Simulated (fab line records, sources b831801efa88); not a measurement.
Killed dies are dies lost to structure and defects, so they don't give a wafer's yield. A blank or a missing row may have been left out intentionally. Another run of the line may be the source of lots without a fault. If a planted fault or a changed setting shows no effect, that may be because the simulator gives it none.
Which tool was responsible? ; flow gf180mcu ; Sampling: 7 lots, 21 wafers, 2 of 602 route steps

## WHAT THE GAUGES SHOWED, per wafer
GF_HV_LDD_OVL_MEAS_08.
lot;measured;on;HV_LDD_OVL (nm)
L626;day 10 11:10;overlay-02;-2.0 0.0 -1.2
L629;day 11 05:27;overlay-02;-1.2 0.2 -3.1
L633;day 12 10:21;overlay-01;-0.4 0.0 1.2
L638;day 14 02:30;overlay-01;-2.3 -2.0 -1.0
L642;day 15 04:04;overlay-01;-0.3 1.7 -1.3
L646;day 16 11:04;overlay-01;2.1 2.4 1.1
L648;day 17 01:30;overlay-02;-93.1 -94.6 -95.3

## TOOL THAT RAN EACH LOT (tool first, then ch and the chambers of the sampled wafers, then the start)
lot;GF_HV_LDD_EXPOSE_04
L626;iline-stepper-01 ch 0, day 10 02:14
L629;iline-stepper-01 ch 0, day 10 19:52
L633;iline-stepper-01 ch 0, day 12 00:44
L638;iline-stepper-02 ch 0, day 13 15:23
L642;iline-stepper-02 ch 0, day 14 17:28
L646;iline-stepper-01 ch 0, day 15 23:53
L648;iline-stepper-02 ch 0, day 16 13:47
- GF_HV_LDD_EXPOSE_04: exposes mask Nplus LV AREA, target cd 400 nm.

## THE ANSWER, worked out from the rows above alone
Rule: usual is defined by the lots themselves. The widest of any qualifying gaps counts: lots, ordered by their means at a reading, are off when they make up no more than a third of the lots, leave a main group of 4 or more, and stand apart from it by 3 or more times the standard deviation of that group's means. Not used: any main group whose means are identical at the precision the tables above print for the reading. A lot without any number at a reading at which 4 lots or more have one is off too. The other lots that the step has rows for count as sound.
Off: L648, at GF_HV_LDD_OVL_MEAS_08 (HV_LDD_OVL). Mean -0.3 nm and standard deviation 1.2 in the main group.
A tool fits if, at a process step before that reading, it ran every lot that is off, and no sound lot after the first of them. Gauges at GF_HV_LDD_OVL_MEAS_08: tried the same way as those tools. 2 tools fit, iline-stepper-02 at GF_HV_LDD_EXPOSE_04 and overlay-02 at GF_HV_LDD_OVL_MEAS_08, so this cannot tell which one it is.

## WHAT WAS PUT IN BY THE SIMULATOR
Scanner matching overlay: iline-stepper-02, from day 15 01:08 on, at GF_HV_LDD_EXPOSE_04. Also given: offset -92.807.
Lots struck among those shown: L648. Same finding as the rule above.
